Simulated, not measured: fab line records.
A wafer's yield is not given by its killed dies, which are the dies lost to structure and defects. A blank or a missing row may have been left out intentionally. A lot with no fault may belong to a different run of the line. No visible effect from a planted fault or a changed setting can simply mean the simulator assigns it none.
Problem report in the 8D (eight disciplines) form, filled by code -- flow sky130 -- the parts of the form that need people (team, actions taken, sign-off) are left out

== 1. WHAT WENT WRONG ==
VIA4_HDPCVD_THK at SKY_VIA4_THK_MEAS_01 reads a mean of 2484 nm on 2 wafers of 1 lot; wafers without a fault read 1744 nm with a standard deviation of 16. That is +46 standard deviations from the usual mean.
Seen first at day 45 11:53 on filmMetro-04, wafer L805.5. Wafers with a number at this step in the record: 36, from 12 lots. Rule for "out", or "out of limits": more than 4 standard deviations from the usual mean. Any other wafer with a number is counted as sound.

== 2. WHAT IT IS; WHAT IT IS NOT ==
question,is,is not
which readings at this step,VIA4_HDPCVD_THK,-
which lots,L805,"L793, L794, L795, L797, L798, L799, L800, L801, L803, L813, L814"
which wafers of those lots,"L805.5, L805.6",L805.1
read on which gauges,filmMetro-04,filmMetro-01
when,from day 45 11:53,"up to then (28 sound wafers); but 6 sound wafers of L813, L814 came after"

== 3. THE SUSPECTS, EACH WITH WHAT RULES IT OUT ==
Counting: any tool at a process step up to the reading remains a suspect provided it ran every lot that is out. Sound lots after the first of them don't rule it out here, since some wafers of a struck lot are sound.
- the gauge at SKY_VIA4_THK_MEAS_01 has been ruled out. All the wafers that are out were read on filmMetro-04, but those of them that SKY_VIA4_HDPCVD_00 has rows for are out there too, on other tools.
- pvdSputter-03 at SKY_METAL3_SPUTTER_01 (material TiN, target thk 20 nm, time 16.7 s): kept. L805, the lot that is out, went through it at day 40 08:53; up to then, the latest sound lot through it was L794 at day 36 21:14.
- hdpcvd-01 at SKY_VIA4_HDPCVD_00 (deposits SiO2, target thk 1750 nm, time 291.7 s): kept. L805, the lot that is out, went through it at day 45 11:42; up to then, the latest sound lot through it was L803 at day 44 21:50. Its own runLengthS readings are out on those wafers.
Left after counting: pvdSputter-03 at SKY_METAL3_SPUTTER_01, hdpcvd-01 at SKY_VIA4_HDPCVD_00.

== 4. THE CAUSE (what the simulator had put in) ==
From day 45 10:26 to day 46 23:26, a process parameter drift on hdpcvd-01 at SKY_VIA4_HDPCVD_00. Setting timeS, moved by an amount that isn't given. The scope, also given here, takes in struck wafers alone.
This tool is one of the 2 suspects left after counting.

== 5. SEQUENCE OF EFFECTS, ordered by route ==
Each row: a reading where the mean over the struck wafers with a number is more than 3 standard deviations away from the usual. Scope: only readings with a usual standard deviation given in the record; hours: median across lots of the time from each lot's start at the first step in this table that gives one to its start at this step; sigmas: change in usual standard deviations.
hours,step,reading,usual,on struck wafers,change,sigmas
0,SKY_VIA4_HDPCVD_00,runLengthS,319.5 s,441.3,+121.8,+99 or more
0,SKY_VIA4_THK_MEAS_01,VIA4_HDPCVD_THK,1744 nm,2484,+740,+46
Here are the process steps it includes:
- SKY_VIA4_HDPCVD_00: deposits SiO2, target thk 1750 nm, time 291.7 s.

== 6. HOW IT WOULD HAVE BEEN CAUGHT EARLIER ==
In this record the first reading out of limits at a measuring or inspecting step was taken at day 45 11:53, 1 hour after the fault began at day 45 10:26.
Tool's own readings at SKY_VIA4_HDPCVD_00, runLengthS: out on all struck wafers the step has rows for; an alarm limit on them would have tripped on the first.
Lots out: 1; all had begun SKY_VIA4_HDPCVD_00 on hdpcvd-01 by day 45 11:53. Holding the tool at that point would not have protected any of them.
